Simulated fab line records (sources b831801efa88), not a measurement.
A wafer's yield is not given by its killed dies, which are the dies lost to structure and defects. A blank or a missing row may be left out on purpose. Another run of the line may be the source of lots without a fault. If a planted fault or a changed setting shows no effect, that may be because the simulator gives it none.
fab line records + flow sky130
record
- lots=12
- wafers=36
- last-day=50
route steps=708 shown PWDE@54 NWELL@67 VT_ADJUST_HVTR@137 PAD_OPEN@708
lots that met no fault: from a run of the same line without faults
start-h: the number of hours between the record's first day and the start of the first shown wafer of the lot + wait-h: hours since the lot's step before + " unchanged from the row above + L1.1+2: several wafers, shown together as one row + - no value, or no start was given + * or withheld: withheld + < > ~ a bound
route shown NAME@n: NAME is a module with steps in the file, n the number in the route of the first one + usual: mean/standard deviation of fault-free wafers + same: alike in all rows + chamber/n: place in a boat + sites: the reading at each site + _std_site: the values' standard deviation + _edge_site: inner sites' mean taken away from outer sites' mean + radius-mm: how far each site lies from the wafer's centre + mask NAME#n: copy n + behind: the last tool/chamber to shape the wafer + hold: why the lot went on hold/how many hours it stayed there/how the hold came to an end + device: the transistor (n, p or np) that didn't switch + end of line: tests of these same wafers at the route's end + for a step that has no rows: nothing shown but its recipe + killed: not the wafer's yield, but the dies lost to structure and defects at the first sort + map: a wafer's dies, x killed, . not, _ none there
set.NAME: the run value of the setting; set.NAME@STEP: its run value at that earlier step + model.NAME: the simulator's own value behind a step, which no gauge read
one table for each step of the route and one row for each wafer, over a sample of lots
services: a tool's chamber out of use, with start hour (start-h, from the record's first day; less than 0 if before it), hours out, and reason
## steps
# step SKY_PWDE_STRIP_09
# recipe
- chemistry=O2/N2
- power-w=1400
- pressure-mtorr=1500
- platen-temp-c=withheld
- o2-flow-sccm=3000
- n2-flow-sccm=300
- overash-fraction=0.5
# usual
- drypump-motor-current-A=5.5/0.4
- oes-product-au=0.723/0.0046
- strip-time-to-endpoint-s=36.95/0.11
# same
- overash-fraction=0.5
| lot.wafer | tool            | chamber | start-h | wait-h | drypump-motor-current-A | oes-product-au | rf-hours-counter-h | strip-time-to-endpoint-s |
|-----------|-----------------|---------|---------|--------|-------------------------|----------------|--------------------|--------------------------|
| L728.1    | plasma-asher-01 | 0       | 67.77   | 0.1    | 5.8                     | 0.725          | 35                 | 36.97                    |
| L728.4    | "               | 1       | "       | "      | 5.6                     | 0.721          | -                  | 36.97                    |
| L728.6    | "               | 0       | "       | "      | 5.8                     | 0.719          | -                  | 36.89                    |
| L729.2    | plasma-asher-04 | 0       | 77.74   | 0.1    | 6.0                     | 0.728          | 38                 | 36.95                    |
| L729.3    | "               | 1       | "       | "      | 5.0                     | 0.724          | -                  | 37.03                    |
| L729.6    | "               | 0       | "       | "      | 6.0                     | 0.718          | -                  | 37.00                    |
| L732.3    | plasma-asher-04 | 0       | 95.71   | 0.1    | 6.0                     | 0.718          | -                  | 37.05                    |
| L732.4    | "               | 1       | "       | "      | 5.0                     | 0.720          | -                  | 36.94                    |
| L732.6    | "               | 1       | "       | "      | 5.0                     | 0.725          | -                  | 37.01                    |
| L733.1    | plasma-asher-04 | 1       | 99.59   | 0.1    | 5.0                     | 0.730          | 40                 | 37.04                    |
| L733.3    | "               | 0       | "       | "      | 6.0                     | 0.721          | -                  | 37.09                    |
| L733.4    | "               | 1       | "       | "      | 5.0                     | 0.724          | -                  | 37.04                    |
| L734.2    | plasma-asher-03 | 1       | 105.99  | 0.1    | 5.9                     | 0.731          | 28                 | 36.88                    |
| L734.3    | "               | 1       | "       | "      | 5.9                     | 0.730          | -                  | 36.76                    |
| L734.4    | "               | 0       | "       | "      | 5.0                     | 0.720          | -                  | 36.95                    |
| L735.4    | plasma-asher-01 | 0       | 107.66  | 0.1    | 5.7                     | 0.735          | -                  | 36.86                    |
| L735.5    | "               | 0       | "       | "      | 5.7                     | 0.714          | -                  | 36.90                    |
| L735.6    | "               | 1       | "       | "      | 5.6                     | 0.720          | -                  | 36.90                    |
| L736.1    | plasma-asher-03 | 0       | 114.32  | 0.1    | 5.0                     | 0.721          | 29                 | 36.87                    |
| L736.2    | "               | 1       | "       | "      | 5.9                     | 0.724          | 29                 | 36.79                    |
| L736.4    | "               | 1       | "       | "      | 5.9                     | 0.724          | -                  | 36.79                    |
| L741.1    | plasma-asher-04 | 0       | 146.82  | 0.1    | 5.9                     | 0.726          | 45                 | 37.12                    |
| L741.2    | "               | 1       | "       | "      | 5.0                     | 0.723          | 45                 | 37.08                    |
| L741.5    | "               | 0       | "       | "      | 6.0                     | 0.723          | -                  | 37.13                    |
| L742.1    | plasma-asher-01 | 1       | 150.32  | 0.1    | 5.6                     | 0.723          | 43                 | 37.16                    |
| L742.2    | "               | 0       | "       | "      | 5.7                     | 0.720          | 43                 | 37.20                    |
| L742.3    | "               | 0       | "       | "      | 5.7                     | 0.724          | -                  | 36.99                    |
| L747.1    | plasma-asher-01 | 0       | 176.82  | 0.1    | 5.7                     | 0.721          | 45                 | 36.97                    |
| L747.2    | "               | 1       | "       | "      | 5.6                     | 0.730          | 45                 | 36.86                    |
| L747.4    | "               | 1       | "       | "      | 5.6                     | 0.728          | -                  | 37.01                    |
| L749.3    | plasma-asher-03 | 1       | 186.17  | 0.1    | 5.9                     | 0.726          | -                  | 36.97                    |
| L749.5    | "               | 0       | "       | "      | 5.1                     | 0.720          | -                  | 36.99                    |
| L749.6    | "               | 1       | "       | "      | 5.9                     | 0.720          | -                  | 36.94                    |
| L751.1    | plasma-asher-04 | 0       | 198.19  | 0.1    | 6.0                     | 0.720          | 50                 | 37.08                    |
| L751.3    | "               | 0       | "       | "      | 6.0                     | 0.722          | -                  | 37.02                    |
| L751.6    | "               | 0       | "       | "      | 6.0                     | 0.722          | -                  | 37.11                    |
# step SKY_NWELL_STRIP_14
# recipe
- chemistry=O2/N2
- power-w=1400
- pressure-mtorr=1500
- platen-temp-c=withheld
- o2-flow-sccm=3000
- n2-flow-sccm=300
- overash-fraction=0.5
# usual
- drypump-motor-current-A=5.5/0.4
- oes-product-au=0.723/0.0045
- strip-time-to-endpoint-s=36.92/0.083
# same
- overash-fraction=0.5
| lot.wafer | tool            | chamber | start-h | wait-h | drypump-motor-current-A | oes-product-au | rf-hours-counter-h | strip-time-to-endpoint-s |
|-----------|-----------------|---------|---------|--------|-------------------------|----------------|--------------------|--------------------------|
| L728.1    | plasma-asher-04 | 1       | 83.96   | 0.1    | 5.0                     | 0.722          | 39                 | 36.79                    |
| L728.4    | "               | 0       | "       | "      | 6.0                     | 0.720          | -                  | 36.77                    |
| L728.6    | "               | 0       | "       | "      | 6.0                     | 0.726          | -                  | 36.95                    |
| L729.2    | plasma-asher-03 | 1       | 95.19   | 0.1    | 5.9                     | 0.716          | 27                 | 37.00                    |
| L729.3    | "               | 1       | "       | "      | 5.9                     | 0.725          | -                  | 37.00                    |
| L729.6    | "               | 0       | "       | "      | 5.1                     | 0.727          | -                  | 36.97                    |
| L732.3    | plasma-asher-04 | 0       | 113.94  | 0.1    | 6.0                     | 0.724          | -                  | 36.91                    |
| L732.4    | "               | 1       | "       | "      | 5.0                     | 0.728          | -                  | 36.88                    |
| L732.6    | "               | 0       | "       | "      | 6.0                     | 0.732          | -                  | 36.89                    |
| L733.1    | plasma-asher-03 | 1       | 117.31  | 0.1    | 5.9                     | 0.723          | 30                 | 37.03                    |
| L733.3    | "               | 0       | "       | "      | 5.1                     | 0.720          | -                  | 36.94                    |
| L733.4    | "               | 1       | "       | "      | 5.9                     | 0.725          | -                  | 36.95                    |
| L734.2    | plasma-asher-03 | 1       | 124.11  | 0.1    | 5.9                     | 0.724          | 31                 | 36.78                    |
| L734.3    | "               | 1       | "       | "      | 5.9                     | 0.726          | -                  | 36.78                    |
| L734.4    | "               | 0       | "       | "      | 5.0                     | 0.719          | -                  | 36.71                    |
| L735.4    | plasma-asher-02 | 1       | 126.09  | 0.1    | 5.3                     | 0.720          | -                  | 36.99                    |
| L735.5    | "               | 1       | "       | "      | 5.3                     | 0.726          | -                  | 36.95                    |
| L735.6    | "               | 0       | "       | "      | 5.6                     | 0.714          | -                  | 36.81                    |
| L736.1    | plasma-asher-03 | 0       | 132.36  | 0.1    | 5.1                     | 0.720          | 31                 | 36.87                    |
| L736.2    | "               | 1       | "       | "      | 5.9                     | 0.722          | 31                 | 36.92                    |
| L736.4    | "               | 0       | "       | "      | 5.1                     | 0.730          | -                  | 36.79                    |
| L741.1    | plasma-asher-03 | 1       | 167.36  | 0.1    | 5.9                     | 0.722          | 35                 | 36.93                    |
| L741.2    | "               | 0       | "       | "      | 5.0                     | 0.715          | 35                 | 36.80                    |
| L741.5    | "               | 1       | "       | "      | 5.9                     | 0.725          | -                  | 36.78                    |
| L742.1    | plasma-asher-03 | 0       | 170.86  | 0.1    | 5.1                     | 0.717          | 35                 | 36.82                    |
| L742.2    | "               | 1       | "       | "      | 5.9                     | 0.729          | 35                 | 36.96                    |
| L742.3    | "               | 0       | "       | "      | 5.1                     | 0.724          | -                  | 36.98                    |
| L747.1    | plasma-asher-02 | 1       | 197.71  | 0.1    | 5.2                     | 0.728          | 6                  | 36.91                    |
| L747.2    | "               | 0       | "       | "      | 5.6                     | 0.715          | 6                  | 36.85                    |
| L747.4    | "               | 1       | "       | "      | 5.3                     | 0.722          | -                  | 36.86                    |
| L749.3    | plasma-asher-03 | 0       | 207.82  | 0.1    | 5.0                     | 0.726          | -                  | 36.98                    |
| L749.5    | "               | 0       | "       | "      | 5.1                     | 0.727          | -                  | 36.98                    |
| L749.6    | "               | 1       | "       | "      | 5.9                     | 0.719          | -                  | 36.86                    |
| L751.1    | plasma-asher-02 | 1       | 220.24  | 0.1    | 5.2                     | 0.728          | 9                  | 36.93                    |
| L751.3    | "               | 0       | "       | "      | 5.7                     | 0.725          | -                  | 36.94                    |
| L751.6    | "               | 1       | "       | "      | 5.2                     | 0.713          | -                  | 36.90                    |
# step SKY_NWELL_TW_MEAS_15
# usual
- NWELL_TW=1807/14
| lot.wafer | tool          | chamber | start-h | wait-h | NWELL_TW |
|-----------|---------------|---------|---------|--------|----------|
| L728.1    | film-metro-02 | -       | 84.06   | 0.1    | 1789     |
| L728.4    | "             | -       | "       | "      | 1781     |
| L728.6    | "             | -       | "       | "      | 1792     |
| L729.2    | film-metro-01 | -       | 95.30   | 0.1    | 1815     |
| L729.3    | "             | -       | "       | "      | 1815     |
| L729.6    | "             | -       | "       | "      | 1810     |
| L732.3    | film-metro-03 | -       | 114.03  | 0.1    | 1807     |
| L732.4    | "             | -       | "       | "      | 1807     |
| L732.6    | "             | -       | "       | "      | 1804     |
| L733.1    | film-metro-03 | -       | 117.41  | 0.1    | 1830     |
| L733.3    | "             | -       | "       | "      | 1808     |
| L733.4    | "             | -       | "       | "      | 1818     |
| L734.2    | film-metro-02 | -       | 124.22  | 0.1    | 1789     |
| L734.3    | "             | -       | "       | "      | 1798     |
| L734.4    | "             | -       | "       | "      | 1790     |
| L735.4    | film-metro-03 | -       | 126.19  | 0.1    | 1814     |
| L735.5    | "             | -       | "       | "      | 1817     |
| L735.6    | "             | -       | "       | "      | 1819     |
| L736.1    | film-metro-02 | -       | 132.46  | 0.1    | 1787     |
| L736.2    | "             | -       | "       | "      | 1789     |
| L736.4    | "             | -       | "       | "      | 1791     |
| L741.1    | film-metro-03 | -       | 167.46  | 0.1    | 1826     |
| L741.2    | "             | -       | "       | "      | 1811     |
| L741.5    | "             | -       | "       | "      | 1825     |
| L742.1    | film-metro-02 | -       | 170.96  | 0.1    | 1793     |
| L742.2    | "             | -       | "       | "      | 1797     |
| L742.3    | "             | -       | "       | "      | 1791     |
| L747.1    | film-metro-02 | -       | 197.81  | 0.1    | 1782     |
| L747.2    | "             | -       | "       | "      | 1791     |
| L747.4    | "             | -       | "       | "      | 1796     |
| L749.3    | film-metro-02 | -       | 207.91  | 0.1    | 1792     |
| L749.5    | "             | -       | "       | "      | 1784     |
| L749.6    | "             | -       | "       | "      | 1794     |
| L751.1    | film-metro-01 | -       | 220.34  | 0.1    | 1810     |
| L751.3    | "             | -       | "       | "      | 1796     |
| L751.6    | "             | -       | "       | "      | 1801     |
# step SKY_VT_ADJUST_HVTR_DEVELOP_06
# recipe
- develop-time-s=60
- dev-temp-c=23
| lot.wafer  | tool           | chamber | start-h | wait-h |
|------------|----------------|---------|---------|--------|
| L728.1+4+6 | litho-track-03 | 0       | 198.16  | 0.1    |
| L729.2+3+6 | litho-track-03 | 0       | 212.98  | 0.1    |
| L732.3+4+6 | litho-track-04 | 0       | 236.82  | 0.1    |
| L733.1+3+4 | litho-track-03 | 0       | 240.95  | 0.1    |
| L734.2+3+4 | litho-track-02 | 0       | 250.45  | 0.1    |
| L735.4+5+6 | litho-track-02 | 0       | 251.40  | 0.1    |
| L736.1+2+4 | litho-track-02 | 0       | 261.07  | 0.1    |
| L741.1+2+5 | litho-track-03 | 0       | 304.60  | 0.1    |
| L742.1+2+3 | litho-track-03 | 0       | 308.50  | 0.1    |
| L747.1+2+4 | litho-track-02 | 0       | 341.82  | 0.1    |
| L749.3+5+6 | litho-track-04 | 0       | 355.02  | 0.1    |
| L751.1+3+6 | litho-track-02 | 0       | 371.22  | 0.1    |
# step SKY_VT_ADJUST_HVTR_CD_MEAS_07
# recipe
- target-cd-nm=380
# usual
- cd-nm=379.7/2.5
| lot.wafer | tool      | chamber | start-h | wait-h | cd-nm |
|-----------|-----------|---------|---------|--------|-------|
| L728.1    | cd-sem-02 | -       | 198.31  | 0.1    | 378.4 |
| L728.4    | "         | -       | "       | "      | 382.2 |
| L728.6    | "         | -       | "       | "      | 375.2 |
| L729.2    | cd-sem-01 | -       | 213.13  | 0.1    | 378.8 |
| L729.3    | "         | -       | "       | "      | 379.3 |
| L729.6    | "         | -       | "       | "      | 378.3 |
| L732.3    | cd-sem-02 | -       | 236.96  | 0.1    | 378.2 |
| L732.4    | "         | -       | "       | "      | 376.4 |
| L732.6    | "         | -       | "       | "      | 378.2 |
| L733.1    | cd-sem-02 | -       | 241.10  | 0.1    | 377.3 |
| L733.3    | "         | -       | "       | "      | 376.1 |
| L733.4    | "         | -       | "       | "      | 377.6 |
| L734.2    | cd-sem-01 | -       | 250.59  | 0.1    | 383.2 |
| L734.3    | "         | -       | "       | "      | 380.8 |
| L734.4    | "         | -       | "       | "      | 382.5 |
| L735.4    | cd-sem-01 | -       | 251.53  | 0.1    | 379.9 |
| L735.5    | "         | -       | "       | "      | 381.1 |
| L735.6    | "         | -       | "       | "      | 381.5 |
| L736.1    | cd-sem-01 | -       | 261.22  | 0.1    | 378.5 |
| L736.2    | "         | -       | "       | "      | 379.0 |
| L736.4    | "         | -       | "       | "      | 377.2 |
| L741.1    | cd-sem-01 | -       | 304.75  | 0.1    | 421.2 |
| L741.2    | "         | -       | "       | "      | 420.3 |
| L741.5    | "         | -       | "       | "      | 421.6 |
| L742.1    | cd-sem-01 | -       | 308.65  | 0.1    | 424.0 |
| L742.2    | "         | -       | "       | "      | 425.2 |
| L742.3    | "         | -       | "       | "      | 423.3 |
| L747.1    | cd-sem-01 | -       | 341.97  | 0.1    | 381.9 |
| L747.2    | "         | -       | "       | "      | 381.4 |
| L747.4    | "         | -       | "       | "      | 381.0 |
| L749.3    | cd-sem-01 | -       | 355.16  | 0.1    | 377.0 |
| L749.5    | "         | -       | "       | "      | 375.2 |
| L749.6    | "         | -       | "       | "      | 376.1 |
| L751.1    | cd-sem-02 | -       | 371.37  | 0.1    | 379.2 |
| L751.3    | "         | -       | "       | "      | 380.5 |
| L751.6    | "         | -       | "       | "      | 379.8 |
# step SKY_PAD_OPEN_PROBE_99
# usual
- killed_at_M0_to_M3=45/7.1
- killed_at_M4_up=3.0/1.8
- killed-at-contacts=24/5.4
- killed-at-front-end=16/4.9
- killed-at-other=0.3/0.63
- killed-dies=88/11
- killed-on-rim=17/3.4
- killed-open=47/7.4
- killed-short=40/7
# same
- gross-dies=492
- killed-at-back-side=0
| lot.wafer | tool      | chamber | start-h | wait-h | killed_at_M0_to_M3 | killed_at_M4_up | killed-at-contacts | killed-at-front-end | killed-at-other | killed-dies | killed-on-rim | killed-open | killed-short |
|-----------|-----------|---------|---------|--------|--------------------|-----------------|--------------------|---------------------|-----------------|-------------|---------------|-------------|--------------|
| L733.1    | prober-02 | -       | 1107.24 | 0.1    | 43                 | 6               | 19                 | 14                  | 0               | 82          | 13            | 40          | 42           |
| L733.3    | prober-02 | -       | 1107.34 | 0.2    | 46                 | 4               | 18                 | 21                  | 2               | 91          | 17            | 53          | 38           |
| L733.4    | prober-02 | -       | 1107.39 | 0.2    | 43                 | 2               | 26                 | 11                  | 1               | 83          | 12            | 38          | 45           |
| L734.2    | prober-01 | -       | 1112.83 | 0.1    | 40                 | 2               | 15                 | 18                  | 0               | 75          | 14            | 48          | 26           |
| L734.3    | prober-01 | -       | 1112.88 | 0.2    | 36                 | 2               | 21                 | 16                  | 1               | 76          | 15            | 32          | 43           |
| L734.4    | prober-01 | -       | 1112.93 | 0.2    | 43                 | 3               | 29                 | 19                  | 1               | 95          | 14            | 46          | 48           |
| L741.1    | prober-02 | -       | 1155.00 | 0.1    | 43                 | 1               | 20                 | 17                  | 0               | 81          | 17            | 41          | 40           |
| L741.2    | prober-02 | -       | 1155.05 | 0.1    | 39                 | 3               | 24                 | 14                  | 1               | 81          | 13            | 45          | 36           |
| L741.5    | prober-02 | -       | 1155.20 | 0.2    | 44                 | 8               | 18                 | 14                  | 0               | 84          | 17            | 45          | 39           |
| L742.1    | prober-01 | -       | 1156.12 | 0.1    | 43                 | 2               | 28                 | 7                   | 0               | 80          | 18            | 46          | 34           |
| L742.2    | prober-01 | -       | 1156.17 | 0.1    | 48                 | 3               | 17                 | 16                  | 0               | 84          | 13            | 39          | 45           |
| L742.3    | prober-01 | -       | 1156.22 | 0.2    | 40                 | 2               | 31                 | 9                   | 0               | 82          | 22            | 47          | 35           |
# killed by level:class
L733.1 VIA1:geometric-particle:open=7 CONTACT:geometric-particle:open=7 VIA2:geometric-particle:open=7 POLY_GATE:geometric-particle:open=5 METAL1:geometric-particle:short=5 CONTACT:geometric-particle:short=5 METAL2:geometric-particle:short=5 METAL2:geometric-particle:open=4
L733.3 VIA1:geometric-particle:open=14 LI_CONTACT:geometric-particle:open=8 CONTACT:geometric-particle:open=8 VIA1:geometric-particle:short=6 FIELD_ISO:geometric-particle:open=5 METAL2:geometric-particle:short=5 VIA3:geometric-particle:open=5 POLY_GATE:geometric-particle:short=4
L733.4 METAL2:geometric-particle:short=7 VIA2:geometric-particle:open=7 CONTACT:geometric-particle:open=6 METAL1:geometric-particle:short=6 LI_CONTACT:geometric-particle:open=5 LOCAL_INTERCONNECT:geometric-particle:short=5 VIA1:geometric-particle:short=5 CONTACT:geometric-particle:short=4
L734.2 VIA3:geometric-particle:open=10 CONTACT:geometric-particle:open=7 VIA1:geometric-particle:open=7 VIA1:geometric-particle:short=6 FIELD_ISO:geometric-particle:short=4 FIELD_ISO:geometric-particle:open=4 LI_CONTACT:geometric-particle:open=4 METAL2:geometric-particle:short=4
L734.3 POLY_GATE:geometric-particle:short=6 CONTACT:geometric-particle:open=6 VIA3:geometric-particle:open=6 FIELD_ISO:geometric-particle:short=5 LI_CONTACT:geometric-particle:open=5 LOCAL_INTERCONNECT:geometric-particle:short=5 VIA1:geometric-particle:open=5 VIA3:geometric-particle:short=5
L734.4 VIA1:geometric-particle:open=10 CONTACT:geometric-particle:open=8 LI_CONTACT:geometric-particle:open=7 FIELD_ISO:geometric-particle:short=6 LI_CONTACT:geometric-particle:short=6 VIA3:geometric-particle:short=6 VIA3:geometric-particle:open=6 CONTACT:geometric-particle:short=5
L741.1 LI_CONTACT:geometric-particle:open=11 VIA1:geometric-particle:open=10 METAL2:geometric-particle:short=8 CONTACT:geometric-particle:open=6 METAL1:geometric-particle:short=6 VIA1:geometric-particle:short=6 POLY_GATE:geometric-particle:short=5 METAL3:geometric-particle:short=4
L741.2 CONTACT:geometric-particle:open=12 VIA1:geometric-particle:open=10 VIA3:geometric-particle:open=8 CONTACT:geometric-particle:short=7 VIA2:geometric-particle:open=4 METAL1:geometric-particle:short=4 VIA1:geometric-particle:short=4 METAL2:geometric-particle:short=4
L741.5 VIA1:geometric-particle:short=8 VIA3:geometric-particle:open=8 CONTACT:geometric-particle:open=7 VIA1:geometric-particle:open=7 VIA2:geometric-particle:open=6 LI_CONTACT:geometric-particle:open=5 FIELD_ISO:geometric-particle:short=4 POLY_CUT:geometric-particle:short=4
L742.1 CONTACT:geometric-particle:open=13 VIA1:geometric-particle:open=10 METAL2:geometric-particle:short=6 VIA3:geometric-particle:open=6 LI_CONTACT:geometric-particle:open=5 LOCAL_INTERCONNECT:geometric-particle:short=5 VIA1:geometric-particle:short=5 VIA2:geometric-particle:open=5
L742.2 VIA1:geometric-particle:open=12 METAL2:geometric-particle:short=9 VIA1:geometric-particle:short=7 LI_CONTACT:geometric-particle:open=5 CONTACT:geometric-particle:open=5 METAL1:geometric-particle:short=5 FIELD_ISO:geometric-particle:short=4 POLY_GATE:geometric-particle:short=4
L742.3 CONTACT:geometric-particle:open=11 VIA1:geometric-particle:open=9 LI_CONTACT:geometric-particle:open=7 CONTACT:geometric-particle:short=7 METAL2:geometric-particle:short=6 VIA2:geometric-particle:open=6 METAL3:geometric-particle:short=5 VIA3:geometric-particle:open=5
## services
| tool            | chamber | start-h | hours | kind                      |
|-----------------|---------|---------|-------|---------------------------|
| plasma-asher-02 | -       | 108.75  | 9.0   | pm                        |
| plasma-asher-02 | 0       | 108.75  | 9.0   | vent-cycle                |
| plasma-asher-02 | 1       | 108.75  | 9.0   | vent-cycle                |
| plasma-asher-02 | 0       | 117.75  | -     | clean                     |
| plasma-asher-02 | 1       | 117.75  | -     | clean                     |
| plasma-asher-04 | -       | 131.97  | 3.8   | repair                    |
| litho-track-04  | -       | 150.11  | -     | consumable-replace:filter |
| plasma-asher-03 | -       | 172.73  | 1.1   | repair                    |
| plasma-asher-02 | -       | 180.17  | 11.2  | repair                    |
| plasma-asher-02 | -       | 192.33  | 2.3   | repair                    |
| litho-track-04  | -       | 205.54  | -     | consumable-replace:filter |
| plasma-asher-04 | -       | 231.05  | 2.8   | pm                        |
| plasma-asher-01 | -       | 237.31  | 25.0  | pm                        |
| plasma-asher-02 | -       | 285.86  | 2.8   | pm                        |
## key
first-sign
- step=SKY_VT_ADJUST_HVTR_CD_MEAS_07
- reading=cd-nm
- direction=up
- sigmas=17
- usual=379.7
- struck=422.6
effect none on later readings
met-at SKY_VT_ADJUST_HVTR_DEVELOP_06
struck-lots L741,L742
tester-left-out L741,L742
not-acting-at SKY_PWDE_STRIP_09,SKY_NWELL_STRIP_14,SKY_NWELL_TW_MEAS_15
onset-between 240.95 304.60
fault
- kind=process-parameter-drift
- tool=litho-track-03
- chamber=-
- onset-h=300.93
- steps=SKY_VT_ADJUST_HVTR_DEVELOP_06
- channel=develop-time-s
- offset=*
- shape=step
- end-h=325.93
- acts-in=*
- stated=*
# tester-left-out: of these lots the tester's yield and bins aren't shown, on N5 and GAA mostly nor the transistor test; their killed dies are dies lost to structure and defects alone, not to doping, threshold or leakage, so they don't give the yield
